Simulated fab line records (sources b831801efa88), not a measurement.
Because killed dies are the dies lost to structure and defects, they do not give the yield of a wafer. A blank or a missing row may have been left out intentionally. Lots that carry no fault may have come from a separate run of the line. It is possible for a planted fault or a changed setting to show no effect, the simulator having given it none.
Matching of chambers    flow gf180mcu    GF_V1_CMP_26 on cmp-01: 4 sister chambers
The step polishes, stops on SiO2, t overpolish 15 s, target thk 0 nm. 4 wafers are shown with their chamber, then 8 later ones without.

== WAFERS WITH THEIR CHAMBER ==
wafer   chamber  motor current A (A)
L950.4  3        11.0
L958.5  0        11.9
L959.6  1        10.3
L960.1  2        10.4

== WAFERS WHOSE CHAMBER IS MISSING ==
wafer   motor current A (A)
L960.3  10.4
L960.5  11.1
L963.1  10.6
L963.3  9.9
L963.5  10.3
L964.3  11.7
L964.5  11.6
L964.6  9.6

== THE CHAMBER EACH PASSED THROUGH ==
wafer   from the rows above           in truth
L960.3  can't be placed: 2 or 1 or 3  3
L960.5  can't be placed: 3 or 2       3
L963.1  can't be placed: 2 or 1 or 3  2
L963.3  can't be placed: 1 or 2       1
L963.5  can't be placed: 1 or 2       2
L964.3  can't be placed: 0 or 3       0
L964.5  can't be placed: 0 or 3       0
L964.6  can't be placed: 1 or 2       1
Correct placement for 0 of the 8. From these rows, 8 cannot be placed; in 8 the true chamber is one of the candidates. 0 placed wrongly.
How it was worked out, from the rows above alone: a wafer's distance from a chamber is the root of the sum, over the readings, of the square of ((its reading less the chamber's mean) divided by the reading's scatter). The wafer belongs to the nearest chamber; if the next one is less than 2 further off, it can't be placed. For every chamber, the mean is computed from those of its wafers that are shown. The scatter (one wafer shown for each chamber): square how far every hidden wafer sits from the nearest shown wafer, average those squares and take the square root.
